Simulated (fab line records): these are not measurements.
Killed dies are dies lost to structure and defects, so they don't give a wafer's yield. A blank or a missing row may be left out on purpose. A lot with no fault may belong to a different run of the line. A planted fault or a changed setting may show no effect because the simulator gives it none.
Which tool was responsible? || flow sky130 || at 1 step of a route of 708, 12 lots with 36 wafers sampled

WHAT THE GAUGES READ, wafer by wafer
SKY_VIA2_BOW_MEAS_03.
{"lot": "L075", "measured": "day 35 23:13", "on": "film-metro-01", "VIA2_BOW (um)": "87 92 71"}
{"lot": "L077", "measured": "day 36 18:21", "on": "film-metro-01", "VIA2_BOW (um)": "83 95 79"}
{"lot": "L080", "measured": "day 37 14:23", "on": "film-metro-04", "VIA2_BOW (um)": "80 90 98"}
{"lot": "L081", "measured": "day 37 17:37", "on": "film-metro-02", "VIA2_BOW (um)": "83 90 84"}
{"lot": "L083", "measured": "day 38 15:54", "on": "film-metro-01", "VIA2_BOW (um)": "77 87 99"}
{"lot": "L084", "measured": "day 39 02:35", "on": "film-metro-02", "VIA2_BOW (um)": "91 91 96"}
{"lot": "L087", "measured": "day 39 16:37", "on": "film-metro-02", "VIA2_BOW (um)": "88 84 78"}
{"lot": "L089", "measured": "day 40 07:05", "on": "film-metro-01", "VIA2_BOW (um)": "99 90 84"}
{"lot": "L092", "measured": "day 41 04:28", "on": "film-metro-01", "VIA2_BOW (um)": "82 81 66"}
{"lot": "L093", "measured": "day 41 10:01", "on": "film-metro-01", "VIA2_BOW (um)": "76 105 87"}
{"lot": "L096", "measured": "day 42 01:35", "on": "film-metro-04", "VIA2_BOW (um)": "81 91 82"}
{"lot": "L097", "measured": "day 42 20:16", "on": "film-metro-02", "VIA2_BOW (um)": "91 95 99"}

WHICH TOOL RAN EACH LOT (tool, then ch and the chambers of the sampled wafers, then the start)
The record holds no process step before these readings.

THE ANSWER, worked out from the rows above alone
Rule: the usual values come from the lots themselves. The widest of any qualifying gaps counts: lots, ordered by their means at a reading, are off when they make up no more than a third of the lots, leave a main group of 4 or more, and stand apart from it by 3 or more times the standard deviation of that group's means. If all means in a main group match to the digits the tables above print for the reading, that group is not used. A lot without any number at a reading at which 4 lots or more have one is off too. All remaining lots with rows at the step are treated as sound.
Across all readings shown, no lot is off: no conclusion can be drawn from this.

WHAT THE SIMULATOR PUT IN
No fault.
